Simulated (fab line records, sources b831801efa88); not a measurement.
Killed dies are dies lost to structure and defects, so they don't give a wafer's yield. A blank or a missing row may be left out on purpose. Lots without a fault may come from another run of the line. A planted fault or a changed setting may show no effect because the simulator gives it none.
Which tool did it? | flow sky130 | 24 lots, 72 wafers sampled, at 5 steps of a route of 708

WHAT THE GAUGES READ, wafer by wafer
SKY_VIA3_RS_MEAS_22: measures by four-point-probe. Usual: VIA3_W_RS 0.295 ohm/sq, standard deviation 0.0039.
lot  | measured     | on            | VIA3_W_RS (ohm/sq) | flag
L074 | day 40 13:02 | film_metro-04 | 0.288 0.292 0.290  |
L075 | day 41 00:46 | film_metro-03 | 0.298 0.301 0.302  |
L076 | day 41 05:02 | film_metro-02 | 0.287 0.291 0.288  |
L077 | day 41 11:04 | film_metro-03 | 0.299 0.296 0.302  |
L078 | day 42 06:09 | film_metro-04 | 0.291 0.298 0.297  |
L079 | day 42 11:08 | film_metro-04 | 0.297 0.296 0.296  |
L080 | day 42 16:18 | film_metro-03 | 0.290 0.290 0.292  |
L081 | day 42 17:55 | film_metro-03 | 0.286 0.291 0.290  |
L082 | day 43 09:19 | film_metro-04 | 0.289 0.296 0.290  |
L083 | day 43 11:14 | film_metro-03 | 0.293 0.291 0.295  |
L084 | day 43 14:20 | film_metro-02 | 0.298 0.300 0.299  |
L085 | day 43 17:35 | film_metro-03 | 0.298 0.291 0.298  |
L086 | day 44 05:17 | film_metro-04 | 0.291 0.290 0.295  |
L088 | day 44 13:09 | film_metro-04 | 0.296 0.297 0.300  |
L087 | day 44 14:28 | film_metro-03 | 0.290 0.293 0.293  |
L089 | day 44 15:50 | film_metro-03 | 0.293 0.301 0.299  |
L090 | day 44 22:44 | film_metro-02 | 0.288 0.287 0.288  |
L091 | day 45 01:35 | film_metro-04 | 0.292 0.291 0.289  |
L092 | day 45 10:39 | film_metro-04 | 0.300 0.294 0.296  |
L093 | day 45 16:34 | film_metro-04 | 0.303 0.297 0.298  |
L094 | day 45 18:49 | film_metro-04 | 0.295 0.297 0.300  |
L095 | day 45 23:18 | film_metro-02 | 0.293 0.295 0.295  |
L096 | day 46 08:57 | film_metro-04 | 0.298 0.297 0.296  |
L097 | day 46 18:29 | film_metro-04 | 0.299 0.295 0.298  |

WHICH TOOL RAN EACH LOT (tool, then ch and the chambers of the sampled wafers, then the start)
lot  | SKY_CONTACT_SPUTTER_23       | SKY_VIA1_ETCH_14                   | SKY_METAL3_DESCUM_15              | SKY_METAL3_ETCH_16
L074 | pvd_sputter-04, day 32 09:19 | rie_diel-02 ch 0,2,3, day 34 17:52 | rie_metal-01 ch 0,1, day 39 09:30 | rie_metal-01 ch 0,1, day 39 09:32
L075 | pvd_sputter-04, day 32 17:58 | rie_diel-02 ch 0,1,3, day 35 03:01 | rie_metal-01 ch 1, day 39 21:22   | rie_metal-01 ch 1, day 39 21:26
L076 | pvd_sputter-04, day 33 01:19 | rie_diel-03 ch 2,3, day 35 10:16   | rie_metal-03 ch 0,1, day 40 01:43 | rie_metal-03 ch 0,1, day 40 01:46
L077 | pvd_sputter-04, day 33 07:37 | rie_diel-04 ch 0,2,3, day 35 16:20 | rie_metal-04 ch 0,1, day 40 07:13 | rie_metal-04 ch 0,1, day 40 07:16
L078 | pvd_sputter-04, day 34 03:04 | rie_diel-03 ch 0,1,3, day 36 13:14 | rie_metal-04 ch 0,1, day 41 02:55 | rie_metal-04 ch 0,1, day 41 02:57
L079 | pvd_sputter-04, day 34 09:01 | rie_diel-03 ch 0,1, day 36 17:51   | rie_metal-04 ch 0,1, day 41 08:10 | rie_metal-04 ch 0,1, day 41 08:13
L080 | pvd_sputter-03, day 34 17:10 | rie_diel-04 ch 0,1,2, day 37 00:37 | rie_metal-01 ch 1, day 41 12:21   | rie_metal-01 ch 1, day 41 12:25
L081 | pvd_sputter-01, day 34 18:58 | rie_diel-03 ch 1,2,3, day 37 03:26 | rie_metal-03 ch 0, day 41 15:20   | rie_metal-03 ch 0, day 41 15:25
L082 | pvd_sputter-03, day 35 10:34 | rie_diel-03 ch 0,3, day 37 19:29   | rie_metal-01 ch 1, day 42 06:51   | rie_metal-01 ch 1, day 42 06:55
L083 | pvd_sputter-04, day 35 12:36 | rie_diel-02 ch 0,1,3, day 37 20:51 | rie_metal-01 ch 1, day 42 08:48   | rie_metal-01 ch 1, day 42 08:52
L084 | pvd_sputter-04, day 35 14:30 | rie_diel-03 ch 0,1, day 37 23:36   | rie_metal-04 ch 0,1, day 42 10:35 | rie_metal-04 ch 0,1, day 42 10:38
L085 | pvd_sputter-01, day 35 20:34 | rie_diel-03 ch 0,2, day 38 04:18   | rie_metal-01 ch 1, day 42 14:25   | rie_metal-01 ch 1, day 42 14:31
L086 | pvd_sputter-03, day 36 10:58 | rie_diel-04 ch 0,1,3, day 38 18:15 | rie_metal-01 ch 1, day 43 02:50   | rie_metal-01 ch 1, day 43 02:58
L088 | pvd_sputter-01, day 36 16:40 | rie_diel-04 ch 0,2,3, day 39 00:38 | rie_metal-01 ch 1, day 43 10:28   | rie_metal-01 ch 1, day 43 10:32
L087 | pvd_sputter-01, day 36 17:46 | rie_diel-03 ch 0,2,3, day 39 02:34 | rie_metal-01 ch 1, day 43 11:37   | rie_metal-01 ch 1, day 43 11:41
L089 | pvd_sputter-04, day 36 19:02 | rie_diel-02 ch 1,2, day 39 02:48   | rie_metal-03 ch 0,1, day 43 12:49 | rie_metal-03 ch 0,1, day 43 12:52
L090 | pvd_sputter-03, day 37 06:58 | rie_diel-04 ch 0,2,3, day 39 12:39 | rie_metal-01 ch 1, day 43 20:02   | rie_metal-01 ch 1, day 43 20:07
L091 | pvd_sputter-01, day 37 11:10 | rie_diel-03 ch 0,2,3, day 39 17:15 | rie_metal-04 ch 0,1, day 44 00:16 | rie_metal-04 ch 0,1, day 44 00:19
L092 | pvd_sputter-04, day 37 19:03 | rie_diel-04 ch 0,1,3, day 40 01:22 | rie_metal-01 ch 1, day 44 08:13   | rie_metal-01 ch 1, day 44 08:17
L093 | pvd_sputter-01, day 38 00:29 | rie_diel-02 ch 0,2,3, day 40 07:23 | rie_metal-04 ch 0,1, day 44 14:48 | rie_metal-04 ch 0,1, day 44 14:50
L094 | pvd_sputter-04, day 38 06:24 | rie_diel-03 ch 1,2,3, day 40 11:03 | rie_metal-04 ch 0,1, day 44 18:01 | rie_metal-04 ch 0,1, day 44 18:04
L095 | pvd_sputter-04, day 38 12:11 | rie_diel-03 ch 0,2, day 40 18:50   | rie_metal-04 ch 0,1, day 44 22:59 | rie_metal-04 ch 0,1, day 44 23:02
L096 | pvd_sputter-01, day 38 20:55 | rie_diel-04 ch 0,1,2, day 41 02:29 | rie_metal-01 ch 1, day 45 08:19   | rie_metal-01 ch 1, day 45 08:23
L097 | pvd_sputter-03, day 39 06:45 | rie_diel-04 ch 2,3, day 41 12:10   | rie_metal-03 ch 0,1, day 45 17:43 | rie_metal-03 ch 0,1, day 45 17:46
- SKY_CONTACT_SPUTTER_23: material TiN, target thk 20 nm, time 80 s.
- SKY_VIA1_ETCH_14: etches BARC in N2/H2, stops on SiO2, time 45.9 s, target depth 60 nm.
- SKY_METAL3_DESCUM_15: chemistry O2, time 8 s.
- SKY_METAL3_ETCH_16: etches BARC in N2/H2, stops on SiO2, time 88.2 s, target depth 60 nm.

WHAT THE TOOLS THEMSELVES READ (means of the sampled wafers that have a number; where no wafer has one, the mark that the record gives instead)
SKY_CONTACT_SPUTTER_23. Usual: throttle_valve_pct 30.1 %, standard deviation 1.4.
lot  | tool           | throttle_valve_pct (%) | flag
L074 | pvd_sputter-04 | 31.6                   |
L075 | pvd_sputter-04 | 31.4                   |
L076 | pvd_sputter-04 | 30.8                   |
L077 | pvd_sputter-04 | 31.5                   |
L078 | pvd_sputter-04 | 31.5                   |
L079 | pvd_sputter-04 | 31.8                   |
L080 | pvd_sputter-03 | 29.2                   |
L081 | pvd_sputter-01 | 28.8                   |
L082 | pvd_sputter-03 | 29.0                   |
L083 | pvd_sputter-04 | 30.9                   |
L084 | pvd_sputter-04 | 31.0                   |
L085 | pvd_sputter-01 | 29.4                   |
L086 | pvd_sputter-03 | 29.3                   |
L088 | pvd_sputter-01 | 29.4                   |
L087 | pvd_sputter-01 | 29.0                   |
L089 | pvd_sputter-04 | 31.3                   |
L090 | pvd_sputter-03 | 29.2                   |
L091 | pvd_sputter-01 | 28.7                   |
L092 | pvd_sputter-04 | 31.1                   |
L093 | pvd_sputter-01 | 28.7                   |
L094 | pvd_sputter-04 | 31.3                   |
L095 | pvd_sputter-04 | 31.2                   |
L096 | pvd_sputter-01 | 29.3                   |
L097 | pvd_sputter-03 | 28.9                   |

SKY_VIA1_ETCH_14. Usual: drypump_motor_current_A 5.8 A, standard deviation 0.51; oes_product_au 0.855 a.u., standard deviation 0.0044; throttle_valve_pct 13.225 %, standard deviation 0.0089.
lot  | tool        | drypump_motor_current_A (A) | oes_product_au (a.u.) | throttle_valve_pct (%) | flag
L074 | rie_diel-02 | 6.3                         | 0.862                 | 13.225                 |
L075 | rie_diel-02 | 5.9                         | 0.855                 | 13.227                 |
L076 | rie_diel-03 | 5.3                         | 0.853                 | 13.227                 |
L077 | rie_diel-04 | 5.7                         | 0.856                 | 13.233                 |
L078 | rie_diel-03 | 5.7                         | 0.859                 | 13.224                 |
L079 | rie_diel-03 | 5.4                         | 0.856                 | 13.224                 |
L080 | rie_diel-04 | 6.1                         | 0.851                 | 13.229                 |
L081 | rie_diel-03 | 5.4                         | 0.851                 | 13.235                 |
L082 | rie_diel-03 | 6.0                         | 0.853                 | 13.223                 |
L083 | rie_diel-02 | 5.9                         | 0.853                 | 13.222                 |
L084 | rie_diel-03 | 5.4                         | 0.854                 | 13.223                 |
L085 | rie_diel-03 | 5.3                         | 0.851                 | 13.223                 |
L086 | rie_diel-04 | 6.0                         | 0.854                 | 13.225                 |
L088 | rie_diel-04 | 5.7                         | 0.857                 | 13.225                 |
L087 | rie_diel-03 | 5.7                         | 0.856                 | 13.230                 |
L089 | rie_diel-02 | 5.9                         | 0.854                 | 13.225                 |
L090 | rie_diel-04 | 5.7                         | 0.855                 | 13.224                 |
L091 | rie_diel-03 | 5.7                         | 0.859                 | 13.228                 |
L092 | rie_diel-04 | 6.0                         | 0.854                 | 13.217                 |
L093 | rie_diel-02 | 6.3                         | 0.856                 | 13.217                 |
L094 | rie_diel-03 | 5.4                         | 0.852                 | 13.224                 |
L095 | rie_diel-03 | 5.3                         | 0.856                 | 13.230                 |
L096 | rie_diel-04 | 6.1                         | 0.856                 | 13.221                 |
L097 | rie_diel-04 | 5.3                         | 0.857                 | 13.229                 |

SKY_METAL3_DESCUM_15. Usual: drypump_motor_current_A 5.5 A, standard deviation 0.68; oes_product_au 0.997 a.u., standard deviation 0.0094.
lot  | tool         | drypump_motor_current_A (A) | oes_product_au (a.u.) | flag
L074 | rie_metal-01 | 5.4                         | 1.006                 |
L075 | rie_metal-01 | 4.9                         | 1.000                 |
L076 | rie_metal-03 | 6.1                         | 0.994                 |
L077 | rie_metal-04 | 5.9                         | 0.997                 |
L078 | rie_metal-04 | 6.2                         | 0.997                 |
L079 | rie_metal-04 | 6.2                         | 0.985                 |
L080 | rie_metal-01 | 4.8                         | 1.006                 |
L081 | rie_metal-03 | 6.2                         | 0.984                 |
L082 | rie_metal-01 | 4.8                         | 1.007                 |
L083 | rie_metal-01 | 4.8                         | 0.995                 |
L084 | rie_metal-04 | 6.2                         | 0.995                 |
L085 | rie_metal-01 | 4.8                         | 0.997                 |
L086 | rie_metal-01 | 4.8                         | 1.004                 |
L088 | rie_metal-01 | 4.8                         | 1.000                 |
L087 | rie_metal-01 | 4.8                         | 1.004                 |
L089 | rie_metal-03 | 5.9                         | 1.007                 |
L090 | rie_metal-01 | 4.8                         | 0.997                 |
L091 | rie_metal-04 | 6.2                         | 0.995                 |
L092 | rie_metal-01 | 4.8                         | 0.997                 |
L093 | rie_metal-04 | 6.0                         | 0.989                 |
L094 | rie_metal-04 | 6.2                         | 0.992                 |
L095 | rie_metal-04 | 5.9                         | 0.993                 |
L096 | rie_metal-01 | 4.8                         | 1.012                 |
L097 | rie_metal-03 | 5.9                         | 0.996                 |

SKY_METAL3_ETCH_16. Usual: drypump_motor_current_A 5.5 A, standard deviation 0.68; oes_product_au 0.626 a.u., standard deviation 0.0046; throttle_valve_pct 13.204 %, standard deviation 0.0091.
lot  | tool         | drypump_motor_current_A (A) | oes_product_au (a.u.) | throttle_valve_pct (%) | flag
L074 | rie_metal-01 | 5.3                         | 0.632                 | 13.203                 |
L075 | rie_metal-01 | 4.8                         | 0.624                 | 13.206                 |
L076 | rie_metal-03 | 6.1                         | 0.622                 | 13.202                 |
L077 | rie_metal-04 | 5.9                         | 0.624                 | 13.205                 |
L078 | rie_metal-04 | 6.2                         | 0.624                 | 13.201                 |
L079 | rie_metal-04 | 6.2                         | 0.628                 | 13.199                 |
L080 | rie_metal-01 | 4.8                         | 0.631                 | 13.203                 |
L081 | rie_metal-03 | 6.2                         | 0.627                 | 13.200                 |
L082 | rie_metal-01 | 4.8                         | 0.621                 | 13.200                 |
L083 | rie_metal-01 | 4.9                         | 0.630                 | 13.198                 |
L084 | rie_metal-04 | 6.2                         | 0.628                 | 13.207                 |
L085 | rie_metal-01 | 4.8                         | 0.629                 | 13.202                 |
L086 | rie_metal-01 | 4.8                         | 0.623                 | 13.210                 |
L088 | rie_metal-01 | 4.8                         | 0.623                 | 13.202                 |
L087 | rie_metal-01 | 4.9                         | 0.628                 | 13.211                 |
L089 | rie_metal-03 | 5.9                         | 0.625                 | 13.208                 |
L090 | rie_metal-01 | 4.8                         | 0.626                 | 13.203                 |
L091 | rie_metal-04 | 6.2                         | 0.628                 | 13.210                 |
L092 | rie_metal-01 | 4.8                         | 0.622                 | 13.202                 |
L093 | rie_metal-04 | 6.0                         | 0.631                 | 13.202                 |
L094 | rie_metal-04 | 6.2                         | 0.623                 | 13.210                 |
L095 | rie_metal-04 | 5.9                         | 0.622                 | 13.199                 |
L096 | rie_metal-01 | 4.9                         | 0.627                 | 13.206                 |
L097 | rie_metal-03 | 5.9                         | 0.629                 | 13.201                 |

THE ANSWER, worked out from the rows above alone
Rule: a lot is off if the mean of its wafers that have a number lies more than 3 standard deviations from the usual mean. A lot without any number at a reading at which 4 lots or more have one is off too. The other lots that the step has rows for count as sound. The gauges are gone through in route order, then the tools' own readings, and for those a lot's mean is taken as printed above. The first step at which some lot is off is used, and at that step the reading that is off furthest; a lot without a number counts as furthest.
No lot is off at any reading shown: from this, nothing can be told.

WHAT THE SIMULATOR HAD PUT IN
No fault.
